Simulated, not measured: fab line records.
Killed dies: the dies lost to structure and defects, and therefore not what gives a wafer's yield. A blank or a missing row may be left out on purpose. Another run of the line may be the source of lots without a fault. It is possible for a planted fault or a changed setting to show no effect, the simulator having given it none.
Chamber matching / flow sfq_line / 3 sister chambers for SFQ_TRILAYER_I1_CMP_CMP_046 on cmp-01
The step polishes SiO2. 6 wafers are shown with their chamber, then 6 later ones without.

## WAFERS PAIRED WITH THEIR CHAMBERS
wafer=L402.3; chamber=1; motor_current_A (A)=9.7; time_to_endpoint_s (s)=204
wafer=L402.5; chamber=1; motor_current_A (A)=9.7; time_to_endpoint_s (s)=215
wafer=L412.3; chamber=2; motor_current_A (A)=10.2; time_to_endpoint_s (s)=218
wafer=L413.2; chamber=3; motor_current_A (A)=9.6; time_to_endpoint_s (s)=203
wafer=L413.4; chamber=2; motor_current_A (A)=10.4; time_to_endpoint_s (s)=205
wafer=L413.6; chamber=3; motor_current_A (A)=9.6; time_to_endpoint_s (s)=206

## WAFERS MISSING THEIR CHAMBER
wafer=L415.4; motor_current_A (A)=10.5; time_to_endpoint_s (s)=223
wafer=L415.3; motor_current_A (A)=9.6; time_to_endpoint_s (s)=222
wafer=L415.6; motor_current_A (A)=9.6; time_to_endpoint_s (s)=202
wafer=L418.2; motor_current_A (A)=10.3; time_to_endpoint_s (s)=217
wafer=L418.4; motor_current_A (A)=9.3; time_to_endpoint_s (s)=201
wafer=L418.5; motor_current_A (A)=9.7; time_to_endpoint_s (s)=223

## WHICH CHAMBER EACH ONE RAN IN
wafer=L415.4; from the rows above=2; in truth=2
wafer=L415.3; from the rows above=can't be placed: 1 or 3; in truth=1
wafer=L415.6; from the rows above=can't be placed: 3 or 1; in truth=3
wafer=L418.2; from the rows above=2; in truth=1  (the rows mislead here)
wafer=L418.4; from the rows above=can't be placed: 3 or 1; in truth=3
wafer=L418.5; from the rows above=can't be placed: 1 or 3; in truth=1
Correct placement for 1 of the 6. Can't be placed from these rows: 4 (the true chamber is among the candidates in 4). Wrongly placed: 1.
How it was worked out, from the rows above alone: a wafer's distance from a chamber is the root of the sum, over the readings, of the square of ((its reading less the chamber's mean) divided by the reading's scatter). If the next closest chamber is less than 2 further off than the closest, the wafer can't be placed; otherwise it belongs to the closest. Each chamber's mean is taken over the wafers shown for it. The scatter is the square root of a quotient: the sum, over the shown wafers, of each reading's squared deviation from its chamber's mean, divided by wafers minus chambers.
